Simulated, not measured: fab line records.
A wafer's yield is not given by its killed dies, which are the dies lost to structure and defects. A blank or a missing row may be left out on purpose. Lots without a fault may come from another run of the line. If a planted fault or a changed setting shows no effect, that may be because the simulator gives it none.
fab line records / flow sky130
record: lots: 6 wafers: 18 lastDay: 50
route steps=708 shown SONOS_ONO@176 GATE_OXIDE@187
lots with no fault: from the same line, run without faults
startH: the number of hours between the record's first day and the start of the first shown wafer of the lot / waitH: hours since the lot's step before / " unchanged from the row above / L1.1+2: one row covering several wafers at once / - no value, or no start given / * or withheld: withheld / < > ~ a bound
route shown NAME@n: names a module that has steps shown in the file, with the first one's number in the route / usual: mean/standard deviation of fault-free wafers / same: alike in all rows / chamber/n: place in a boat / sites: readings site by site / _std_site: standard deviation of those values / _edge_site: outer sites' mean less inner sites' / radiusMm: for every site, how far away it sits from the centre of the wafer / mask NAME#n: copy n / behind: the tool/chamber that last shaped the wafer / hold: why the lot was held/for how many hours/how that ended / device: transistor that didn't switch, given as n, p or np / end of line: the same wafers' tests at the end of the route / for a step that has no rows: nothing shown but its recipe / killed: dies lost to structure and defects at the first sort, not the wafer's yield / map: the dies of a wafer, with x for killed, . for not killed, _ for no die there
set.NAME: the setting the step ran with; set.NAME@STEP: the setting that earlier step ran with / model.NAME: the simulator's own value behind a step, which no gauge read
a table for each step, a row for each wafer; lots at some steps of the route
services: from which hour (startH, from the record's first day; less than 0 if before it) a tool's chamber was out of use, for how many hours, and why
== steps ==
step: SKY_SONOS_ONO_COAT_08
recipe: resist: NOVOLAK spinRpm: 3000 resistThkNm: 1140
step: SKY_SONOS_ONO_SOFTBAKE_09
recipe: tempC: 90 timeS: 60 resist: NOVOLAK
step: SKY_SONOS_ONO_EXPOSE_10
recipe: maskId: ONOM targetCdNm: 410 na: 0.6 sourceShape: conventional sigmaOuter: 0.6 doseMj: 150
step: SKY_SONOS_ONO_PEB_11
recipe: tempC: withheld timeS: * resist: NOVOLAK
step: SKY_SONOS_ONO_DEVELOP_12
recipe: developTimeS: 60 devTempC: 23
step: SKY_SONOS_ONO_CD_MEAS_13
recipe: targetCdNm: 410
usual: cdNm: 409.3/2.2
lot.wafer=L595.2 tool=cdSem-01 chamber=- startH=308.11 waitH=0.1 cdNm=409.1
lot.wafer=L595.3 tool=cdSem-01 chamber=- startH=308.11 waitH=0.1 cdNm=406.1
lot.wafer=L595.6 tool=cdSem-01 chamber=- startH=308.11 waitH=0.1 cdNm=409.9
lot.wafer=L599.2 tool=cdSem-01 chamber=- startH=348.52 waitH=0.1 cdNm=409.4
lot.wafer=L599.3 tool=cdSem-01 chamber=- startH=348.52 waitH=0.1 cdNm=409.4
lot.wafer=L599.6 tool=cdSem-01 chamber=- startH=348.52 waitH=0.1 cdNm=411.8
lot.wafer=L606.3 tool=cdSem-01 chamber=- startH=391.39 waitH=0.1 cdNm=408.9
lot.wafer=L606.4 tool=cdSem-01 chamber=- startH=391.39 waitH=0.1 cdNm=410.9
lot.wafer=L606.5 tool=cdSem-01 chamber=- startH=391.39 waitH=0.1 cdNm=408.5
lot.wafer=L608.1 tool=cdSem-01 chamber=- startH=400.90 waitH=0.1 cdNm=408.6
lot.wafer=L608.5 tool=cdSem-01 chamber=- startH=400.90 waitH=0.1 cdNm=409.3
lot.wafer=L608.6 tool=cdSem-01 chamber=- startH=400.90 waitH=0.1 cdNm=408.0
lot.wafer=L614.1 tool=cdSem-01 chamber=- startH=446.90 waitH=0.1 cdNm=410.1
lot.wafer=L614.3 tool=cdSem-01 chamber=- startH=446.90 waitH=0.1 cdNm=408.7
lot.wafer=L614.6 tool=cdSem-01 chamber=- startH=446.90 waitH=0.1 cdNm=409.7
lot.wafer=L617.3 tool=cdSem-01 chamber=- startH=474.09 waitH=0.1 cdNm=407.8
lot.wafer=L617.4 tool=cdSem-01 chamber=- startH=474.09 waitH=0.1 cdNm=409.5
lot.wafer=L617.5 tool=cdSem-01 chamber=- startH=474.09 waitH=0.1 cdNm=408.9
step: SKY_SONOS_ONO_OVL_MEAS_14
usual: SONOS_ONO_OVL: 0.6/1.4
lot.wafer=L595.2 tool=overlay-01 chamber=- startH=308.22 waitH=0.1 SONOS_ONO_OVL[nm]=0.7
lot.wafer=L595.3 tool=overlay-01 chamber=- startH=308.22 waitH=0.1 SONOS_ONO_OVL[nm]=1.2
lot.wafer=L595.6 tool=overlay-01 chamber=- startH=308.22 waitH=0.1 SONOS_ONO_OVL[nm]=0.4
lot.wafer=L599.2 tool=overlay-01 chamber=- startH=348.63 waitH=0.1 SONOS_ONO_OVL[nm]=1.1
lot.wafer=L599.3 tool=overlay-01 chamber=- startH=348.63 waitH=0.1 SONOS_ONO_OVL[nm]=0.0
lot.wafer=L599.6 tool=overlay-01 chamber=- startH=348.63 waitH=0.1 SONOS_ONO_OVL[nm]=-0.6
lot.wafer=L606.3 tool=overlay-02 chamber=- startH=391.49 waitH=0.1 SONOS_ONO_OVL[nm]=1.2
lot.wafer=L606.4 tool=overlay-02 chamber=- startH=391.49 waitH=0.1 SONOS_ONO_OVL[nm]=0.8
lot.wafer=L606.5 tool=overlay-02 chamber=- startH=391.49 waitH=0.1 SONOS_ONO_OVL[nm]=-3.7
lot.wafer=L608.1 tool=overlay-02 chamber=- startH=401.02 waitH=0.1 SONOS_ONO_OVL[nm]=2.3
lot.wafer=L608.5 tool=overlay-02 chamber=- startH=401.02 waitH=0.1 SONOS_ONO_OVL[nm]=1.8
lot.wafer=L608.6 tool=overlay-02 chamber=- startH=401.02 waitH=0.1 SONOS_ONO_OVL[nm]=0.0
lot.wafer=L614.1 tool=overlay-02 chamber=- startH=447.02 waitH=0.1 SONOS_ONO_OVL[nm]=0.2
lot.wafer=L614.3 tool=overlay-02 chamber=- startH=447.02 waitH=0.1 SONOS_ONO_OVL[nm]=1.1
lot.wafer=L614.6 tool=overlay-02 chamber=- startH=447.02 waitH=0.1 SONOS_ONO_OVL[nm]=0.3
lot.wafer=L617.3 tool=overlay-01 chamber=- startH=474.18 waitH=0.1 SONOS_ONO_OVL[nm]=-1.1
lot.wafer=L617.4 tool=overlay-01 chamber=- startH=474.18 waitH=0.1 SONOS_ONO_OVL[nm]=-0.1
lot.wafer=L617.5 tool=overlay-01 chamber=- startH=474.18 waitH=0.1 SONOS_ONO_OVL[nm]=0.3
step: SKY_SONOS_ONO_ETCH_15
recipe: targetDepthNm: 19.52 chemistry: CHF3/O2 sourceW: 600 biasW: 200 pressureMtorr: 40 chf3FlowSccm: 50 O2_flow_sccm: 5 timeS: 7.8
usual: drypumpMotorCurrentA: 5.8/0.52 oesProductAu: 0.998/0.0087 throttleValvePct: 8.824/0.0088
lot.wafer=L595.2 tool=rieDiel-03 chamber=1 startH=308.25 waitH=0.0 drypumpMotorCurrentA=6.2 oesProductAu=0.998 rfHoursCounterH=48 throttleValvePct=8.842
lot.wafer=L595.3 tool=rieDiel-03 chamber=2 startH=308.25 waitH=0.0 drypumpMotorCurrentA=4.8 oesProductAu=1.004 rfHoursCounterH=4 throttleValvePct=8.840
lot.wafer=L595.6 tool=rieDiel-03 chamber=1 startH=308.25 waitH=0.0 drypumpMotorCurrentA=6.2 oesProductAu=1.002 rfHoursCounterH=- throttleValvePct=8.838
lot.wafer=L599.2 tool=rieDiel-02 chamber=1 startH=348.66 waitH=0.0 drypumpMotorCurrentA=6.3 oesProductAu=0.999 rfHoursCounterH=90 throttleValvePct=8.813
lot.wafer=L599.3 tool=rieDiel-02 chamber=2 startH=348.66 waitH=0.0 drypumpMotorCurrentA=5.8 oesProductAu=0.993 rfHoursCounterH=73 throttleValvePct=8.825
lot.wafer=L599.6 tool=rieDiel-02 chamber=2 startH=348.66 waitH=0.0 drypumpMotorCurrentA=5.8 oesProductAu=1.010 rfHoursCounterH=- throttleValvePct=8.823
lot.wafer=L606.3 tool=rieDiel-02 chamber=2 startH=391.51 waitH=0.0 drypumpMotorCurrentA=5.8 oesProductAu=0.989 rfHoursCounterH=73 throttleValvePct=8.823
lot.wafer=L606.4 tool=rieDiel-02 chamber=3 startH=391.51 waitH=0.0 drypumpMotorCurrentA=6.5 oesProductAu=0.996 rfHoursCounterH=92 throttleValvePct=8.829
lot.wafer=L606.5 tool=rieDiel-02 chamber=1 startH=391.51 waitH=0.0 drypumpMotorCurrentA=6.3 oesProductAu=0.977 rfHoursCounterH=- throttleValvePct=8.812
lot.wafer=L608.1 tool=rieDiel-02 chamber=3 startH=401.06 waitH=0.0 drypumpMotorCurrentA=6.5 oesProductAu=0.987 rfHoursCounterH=92 throttleValvePct=8.812
lot.wafer=L608.5 tool=rieDiel-02 chamber=1 startH=401.06 waitH=0.0 drypumpMotorCurrentA=6.3 oesProductAu=0.981 rfHoursCounterH=- throttleValvePct=8.826
lot.wafer=L608.6 tool=rieDiel-02 chamber=2 startH=401.06 waitH=0.0 drypumpMotorCurrentA=5.8 oesProductAu=0.981 rfHoursCounterH=- throttleValvePct=8.827
lot.wafer=L614.1 tool=rieDiel-03 chamber=1 startH=447.06 waitH=0.0 drypumpMotorCurrentA=6.2 oesProductAu=1.016 rfHoursCounterH=50 throttleValvePct=8.827
lot.wafer=L614.3 tool=rieDiel-03 chamber=0 startH=447.06 waitH=0.0 drypumpMotorCurrentA=5.8 oesProductAu=1.008 rfHoursCounterH=50 throttleValvePct=8.826
lot.wafer=L614.6 tool=rieDiel-03 chamber=0 startH=447.06 waitH=0.0 drypumpMotorCurrentA=5.7 oesProductAu=1.016 rfHoursCounterH=- throttleValvePct=8.838
lot.wafer=L617.3 tool=rieDiel-01 chamber=2 startH=474.21 waitH=0.0 drypumpMotorCurrentA=5.5 oesProductAu=1.000 rfHoursCounterH=94 throttleValvePct=8.814
lot.wafer=L617.4 tool=rieDiel-01 chamber=1 startH=474.21 waitH=0.0 drypumpMotorCurrentA=5.3 oesProductAu=0.989 rfHoursCounterH=86 throttleValvePct=8.828
lot.wafer=L617.5 tool=rieDiel-01 chamber=0 startH=474.21 waitH=0.0 drypumpMotorCurrentA=6.6 oesProductAu=1.015 rfHoursCounterH=- throttleValvePct=8.842
step: SKY_SONOS_ONO_WET_ETCH_16
recipe: chemistry: dHF targetDepthNm: 14 dry: n2Spin target: SiO2 dilution: 100:1 tempC: 25 timeS: 280
step: SKY_SONOS_ONO_STRIP_17
recipe: chemistry: O2/N2 powerW: 1400 pressureMtorr: 1500 platenTempC: withheld o2FlowSccm: 3000 n2FlowSccm: 300 overashFraction: 0.5
usual: drypumpMotorCurrentA: 5.5/0.53 oesProductAu: 0.709/0.0048 stripTimeToEndpointS: 14.10/0.045
lot.wafer=L595.2 tool=plasmaAsher-01 chamber=0 startH=308.36 waitH=0.0 drypumpMotorCurrentA=5.3 oesProductAu=0.714 rfHoursCounterH=64 stripTimeToEndpointS=14.23
lot.wafer=L595.3 tool=plasmaAsher-01 chamber=0 startH=308.36 waitH=0.0 drypumpMotorCurrentA=5.3 oesProductAu=0.711 rfHoursCounterH=- stripTimeToEndpointS=14.14
lot.wafer=L595.6 tool=plasmaAsher-01 chamber=1 startH=308.36 waitH=0.0 drypumpMotorCurrentA=6.2 oesProductAu=0.701 rfHoursCounterH=- stripTimeToEndpointS=14.19
lot.wafer=L599.2 tool=plasmaAsher-02 chamber=0 startH=348.87 waitH=0.0 drypumpMotorCurrentA=4.8 oesProductAu=0.710 rfHoursCounterH=22 stripTimeToEndpointS=14.12
lot.wafer=L599.3 tool=plasmaAsher-02 chamber=1 startH=348.87 waitH=0.0 drypumpMotorCurrentA=5.9 oesProductAu=0.707 rfHoursCounterH=- stripTimeToEndpointS=14.09
lot.wafer=L599.6 tool=plasmaAsher-02 chamber=0 startH=348.87 waitH=0.0 drypumpMotorCurrentA=4.8 oesProductAu=0.711 rfHoursCounterH=- stripTimeToEndpointS=14.06
lot.wafer=L606.3 tool=plasmaAsher-02 chamber=0 startH=391.65 waitH=0.0 drypumpMotorCurrentA=4.8 oesProductAu=0.707 rfHoursCounterH=- stripTimeToEndpointS=14.06
lot.wafer=L606.4 tool=plasmaAsher-02 chamber=1 startH=391.65 waitH=0.0 drypumpMotorCurrentA=5.9 oesProductAu=0.703 rfHoursCounterH=- stripTimeToEndpointS=14.08
lot.wafer=L606.5 tool=plasmaAsher-02 chamber=1 startH=391.65 waitH=0.0 drypumpMotorCurrentA=5.9 oesProductAu=0.711 rfHoursCounterH=- stripTimeToEndpointS=14.05
lot.wafer=L608.1 tool=plasmaAsher-01 chamber=1 startH=401.17 waitH=0.0 drypumpMotorCurrentA=6.2 oesProductAu=0.714 rfHoursCounterH=72 stripTimeToEndpointS=14.05
lot.wafer=L608.5 tool=plasmaAsher-01 chamber=1 startH=401.17 waitH=0.0 drypumpMotorCurrentA=6.2 oesProductAu=0.704 rfHoursCounterH=- stripTimeToEndpointS=14.04
lot.wafer=L608.6 tool=plasmaAsher-01 chamber=0 startH=401.17 waitH=0.0 drypumpMotorCurrentA=5.2 oesProductAu=0.709 rfHoursCounterH=- stripTimeToEndpointS=14.05
lot.wafer=L614.1 tool=plasmaAsher-02 chamber=1 startH=447.19 waitH=0.0 drypumpMotorCurrentA=5.9 oesProductAu=0.714 rfHoursCounterH=32 stripTimeToEndpointS=14.08
lot.wafer=L614.3 tool=plasmaAsher-02 chamber=1 startH=447.19 waitH=0.0 drypumpMotorCurrentA=5.9 oesProductAu=0.708 rfHoursCounterH=- stripTimeToEndpointS=14.11
lot.wafer=L614.6 tool=plasmaAsher-02 chamber=0 startH=447.19 waitH=0.0 drypumpMotorCurrentA=4.8 oesProductAu=0.704 rfHoursCounterH=- stripTimeToEndpointS=14.09
lot.wafer=L617.3 tool=plasmaAsher-01 chamber=1 startH=474.35 waitH=0.0 drypumpMotorCurrentA=6.2 oesProductAu=0.714 rfHoursCounterH=- stripTimeToEndpointS=14.04
lot.wafer=L617.4 tool=plasmaAsher-01 chamber=0 startH=474.35 waitH=0.0 drypumpMotorCurrentA=5.3 oesProductAu=0.704 rfHoursCounterH=- stripTimeToEndpointS=14.04
lot.wafer=L617.5 tool=plasmaAsher-01 chamber=0 startH=474.35 waitH=0.0 drypumpMotorCurrentA=5.2 oesProductAu=0.710 rfHoursCounterH=- stripTimeToEndpointS=14.03
step: SKY_SONOS_ONO_WET_ETCH_18
recipe: chemistry: H3PO4 targetDepthNm: 15 target: Si3N4 tempC: 160 timeS: 172
step: SKY_GATE_OXIDE_CLEAN_00
recipe: chemistry: SC1/SC2 mix: 1:4:20 tempC: 70 timeS: 150 dry: n2Spin
step: SKY_GATE_OXIDE_OXIDATION_01
recipe: tempC: 900 ambient: O2 stabiliseS: 600 purgeS: 300 targetThkA: 102.68 oxTimeS: 1473
usual: oxTempC: 900.0/0.38 oxTempCMax: 904.4/1.6
lot.wafer=L595.2 tool=furnace-01 chamber=0 startH=308.57 waitH=0.0 oxTempC=899.5 oxTempCMax=903.1
lot.wafer=L595.3 tool=furnace-01 chamber=0 startH=308.57 waitH=0.0 oxTempC=899.8 oxTempCMax=903.0
lot.wafer=L595.6 tool=furnace-01 chamber=0 startH=308.57 waitH=0.0 oxTempC=899.8 oxTempCMax=902.6
lot.wafer=L599.2 tool=furnace-02 chamber=0 startH=349.15 waitH=0.0 oxTempC=900.9 oxTempCMax=907.1
lot.wafer=L599.3 tool=furnace-02 chamber=0 startH=349.15 waitH=0.0 oxTempC=899.8 oxTempCMax=906.1
lot.wafer=L599.6 tool=furnace-02 chamber=0 startH=349.15 waitH=0.0 oxTempC=900.2 oxTempCMax=906.1
lot.wafer=L606.3 tool=furnace-01 chamber=- startH=394.41 waitH=2.6 oxTempC=- oxTempCMax=-
lot.wafer=L606.4 tool=furnace-01 chamber=- startH=394.41 waitH=2.6 oxTempC=- oxTempCMax=-
lot.wafer=L606.5 tool=furnace-01 chamber=- startH=394.41 waitH=2.6 oxTempC=- oxTempCMax=-
lot.wafer=L608.1 tool=furnace-01 chamber=- startH=411.06 waitH=9.7 oxTempC=- oxTempCMax=-
lot.wafer=L608.5 tool=furnace-01 chamber=- startH=411.06 waitH=9.7 oxTempC=- oxTempCMax=-
lot.wafer=L608.6 tool=furnace-01 chamber=- startH=411.06 waitH=9.7 oxTempC=- oxTempCMax=-
lot.wafer=L614.1 tool=furnace-01 chamber=0 startH=448.42 waitH=1.0 oxTempC=900.1 oxTempCMax=904.6
lot.wafer=L614.3 tool=furnace-01 chamber=0 startH=448.42 waitH=1.0 oxTempC=899.8 oxTempCMax=905.0
lot.wafer=L614.6 tool=furnace-01 chamber=0 startH=448.42 waitH=1.0 oxTempC=899.7 oxTempCMax=903.0
lot.wafer=L617.3 tool=furnace-02 chamber=0 startH=474.53 waitH=0.0 oxTempC=900.3 oxTempCMax=909.3
lot.wafer=L617.4 tool=furnace-02 chamber=0 startH=474.53 waitH=0.0 oxTempC=900.1 oxTempCMax=906.3
lot.wafer=L617.5 tool=furnace-02 chamber=0 startH=474.53 waitH=0.0 oxTempC=900.7 oxTempCMax=907.9
step: SKY_GATE_OXIDE_DEHYDRATE_03
recipe: tempC: 200 timeS: 60
== services ==
tool=furnace-01 chamber=- startH=288.33 hours=3.1 kind=pm
tool=plasmaAsher-01 chamber=- startH=314.53 hours=14.6 kind=pm
tool=furnace-01 chamber=- startH=320.34 hours=3.1 kind=pm
tool=rieDiel-01 chamber=0 startH=356.11 hours=9.6 kind=repair
tool=plasmaAsher-02 chamber=- startH=357.72 hours=8.3 kind=repair
tool=rieDiel-02 chamber=2 startH=367.07 hours=10.5 kind=repair
tool=furnace-02 chamber=- startH=368.59 hours=3.5 kind=pm
tool=rieDiel-03 chamber=- startH=395.03 hours=2.2 kind=repair
tool=rieDiel-02 chamber=3 startH=402.07 hours=2.4 kind=repair
tool=rieDiel-01 chamber=- startH=418.80 hours=2.8 kind=pm
tool=plasmaAsher-01 chamber=- startH=421.25 hours=9.0 kind=pm
tool=plasmaAsher-01 chamber=0 startH=421.25 hours=9.0 kind=ventCycle
tool=plasmaAsher-01 chamber=1 startH=421.25 hours=9.0 kind=ventCycle
tool=rieDiel-02 chamber=- startH=421.83 hours=2.8 kind=pm
tool=rieDiel-01 chamber=3 startH=425.91 hours=29.9 kind=repair
tool=rieDiel-03 chamber=2 startH=430.21 hours=17.8 kind=repair
tool=plasmaAsher-01 chamber=0 startH=430.25 hours=- kind=clean
tool=plasmaAsher-01 chamber=1 startH=430.25 hours=- kind=clean
tool=rieDiel-02 chamber=0 startH=434.88 hours=- kind=clean
tool=rieDiel-02 chamber=0 startH=434.88 hours=19.5 kind=scheduledDown
tool=rieDiel-02 chamber=0 startH=434.88 hours=19.5 kind=ventCycle
tool=rieDiel-01 chamber=0 startH=462.46 hours=4.5 kind=repair
tool=rieDiel-02 chamber=3 startH=473.86 hours=- kind=clean
tool=rieDiel-02 chamber=3 startH=473.86 hours=15.9 kind=scheduledDown
== key ==
firstSign: step: SKY_GATE_OXIDE_OXIDATION_01 reading: toolRecord direction: missing
effect none on later readings
metAt SKY_GATE_OXIDE_OXIDATION_01
struckWafers L606.3,L606.4,L606.5,L608.1,L608.5,L608.6
laterRowsLeftOut L606.3,L606.4,L606.5,L608.1,L608.5,L608.6
sortLeftOut L606.3,L606.4,L606.5,L608.1,L608.5,L608.6
testerLeftOut L606,L608
onsetBetween 308.57 394.41
fault: kind: skippedStepWhole tool: furnace-01 chamber: - onsetH: 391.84 steps: SKY_GATE_OXIDE_OXIDATION_01 scope: struckLotsOnly
testerLeftOut: of these lots the tester's yield and bins aren't shown, on N5 and GAA mostly nor the transistor test; their killed dies are dies lost to structure and defects alone, not to doping, threshold or leakage, so they don't give the yield
sortLeftOut: the simulated sort isn't trusted on such a fault, so these wafers' sort isn't shown, and their yield isn't known
laterRowsLeftOut: the simulator's readings of these wafers behind a module that went badly wrong aren't trusted and aren't shown, but for the sort
